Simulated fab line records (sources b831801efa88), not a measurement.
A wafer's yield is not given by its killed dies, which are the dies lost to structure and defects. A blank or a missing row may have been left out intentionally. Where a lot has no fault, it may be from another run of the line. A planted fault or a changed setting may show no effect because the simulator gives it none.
Matching of chambers    flow gf180mcu    GF_V1_CMP_04 on cmp-02 has 4 sister chambers
The step polishes SiO2. 4 wafers are shown with their chamber, then 8 later ones without.

== WAFERS PAIRED WITH THEIR CHAMBERS ==
wafer   chamber  motor current A (A)
L277.4  0        11.3
L277.6  1        11.1
L278.6  3        11.9
L281.1  2        10.7

== WAFERS WHOSE CHAMBER IS MISSING ==
wafer   motor current A (A)
L281.5  11.2
L281.6  11.4
L287.2  11.3
L287.3  10.8
L287.5  12.3
L294.1  11.4
L294.2  12.5
L294.6  10.6

== CHAMBER TAKEN BY EACH ==
wafer   from the rows above           in truth
L281.5  can't be placed: 1 or 0 or 2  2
L281.6  can't be placed: 0 or 1 or 3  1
L287.2  can't be placed: 0 or 1       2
L287.3  can't be placed: 2 or 1 or 0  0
L287.5  3                             3
L294.1  can't be placed: 0 or 1 or 3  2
L294.2  3                             3
L294.6  can't be placed: 2 or 1       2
Correctly placed: 2 of 8. Not placeable from these rows: 6 (in 4, the candidates include the true chamber). Placed wrongly: 0.
How it was worked out, from the rows above alone: a wafer's distance from a chamber is the root of the sum, over the readings, of the square of ((its reading less the chamber's mean) divided by the reading's scatter). The wafer belongs to the nearest chamber; if the next one is less than 2 further off, it can't be placed. For every chamber, the mean is computed from those of its wafers that are shown. The scatter: with one shown wafer a chamber, the root of the mean of the squares of how far each hidden wafer lies from its nearest shown one.
